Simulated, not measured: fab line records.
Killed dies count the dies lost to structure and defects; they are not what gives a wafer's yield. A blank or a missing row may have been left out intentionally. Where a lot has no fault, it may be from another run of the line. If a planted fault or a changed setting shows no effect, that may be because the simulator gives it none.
The same fault as seen by 2 desks / flow sky130 / every desk sees just its own numbers, and what lay behind them comes last

== THE TOOL OWNER'S DESK: cmp-02 ==
The tool's own readings at SKY_CONTACT_CMP_04 (polishes SiO2): means of the sampled wafers that have a number, for each lot that ran on this tool. A lot is out of limits, marked OUT, if its mean lies more than 4 standard deviations from the usual mean; the brackets give that distance.
Columns: A = motor current A at SKY_CONTACT_CMP_04, usual 11.9 A; B = slurry flow ml min at SKY_CONTACT_CMP_04, usual 150.0; C = time to endpoint s at SKY_CONTACT_CMP_04, usual 84 s
lot=L562; first seen here=day 31 13:52; A=13.9; B=150.4; C=89
lot=L564; first seen here=day 31 21:37; A=12.1; B=150.3; C=88
lot=L565; first seen here=day 32 08:56; A=11.1; B=150.2; C=85
lot=L570; first seen here=day 33 11:03; A=12.4; B=149.5; C=84
lot=L576; first seen here=day 35 12:21; A=9.7; B=150.1; C=98
lot=L577; first seen here=day 35 18:10; A=13.4; B=149.5; C=108 (+4.3) OUT
Finding of this desk: L577 out of limits; the first was L577 at day 35 18:10, on time to endpoint s at SKY_CONTACT_CMP_04. Within limits: L562, L564, L565, L570, L576.

== THE METROLOGY DESK ==
Means of the sampled wafers that have a number, per lot and without regard to the tool the lot ran on: this is what the gauges read. A lot is out of limits, marked OUT, if its mean lies more than 4 standard deviations from the usual mean; the brackets give that distance.
Columns: A = SD_N_TW at SKY_SD_N_TW_MEAS_12, usual 3987; B = CONTACT_BOW at SKY_CONTACT_BOW_MEAS_05, usual 80 um
lot=L562; first seen here=day 29 01:03; A=3962; B=74
lot=L563; first seen here=day 29 06:53; A=3974; B=82
lot=L564; first seen here=day 29 09:47; A=3998; B=75
lot=L565; first seen here=day 29 21:13; A=3984; B=84
lot=L567; first seen here=day 30 13:59; A=4037; B=85
lot=L568; first seen here=day 30 19:53; A=3963; B=78
lot=L569; first seen here=day 30 20:04; A=3989; B=83
lot=L570; first seen here=day 31 01:03; A=3962; B=85
lot=L571; first seen here=day 32 09:17; A=3951; B=75
lot=L576; first seen here=day 33 02:35; A=3954; B=78
lot=L577; first seen here=day 33 08:59; A=3988; B=90
Finding of this desk: none of the 11 lots has anything out of limits.

== PUT TOGETHER ==
On L577, at day 35 18:10, an alarm was possible from the tool owner's desk.
At the metrology desk, nothing out of limits was observed.
The metrology desk has L577 on record, within its limits.
On cmp-02, each named lot ran SKY_CONTACT_CMP_04.

== WHAT HAD BEEN PUT IN BY THE SIMULATOR ==
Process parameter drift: cmp-02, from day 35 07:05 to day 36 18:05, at SKY_CONTACT_CMP_04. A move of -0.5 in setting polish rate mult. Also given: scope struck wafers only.
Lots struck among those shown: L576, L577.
Time in hours from fault onset to the first out-of-limits reading at each desk: the tool owner's desk, 11.
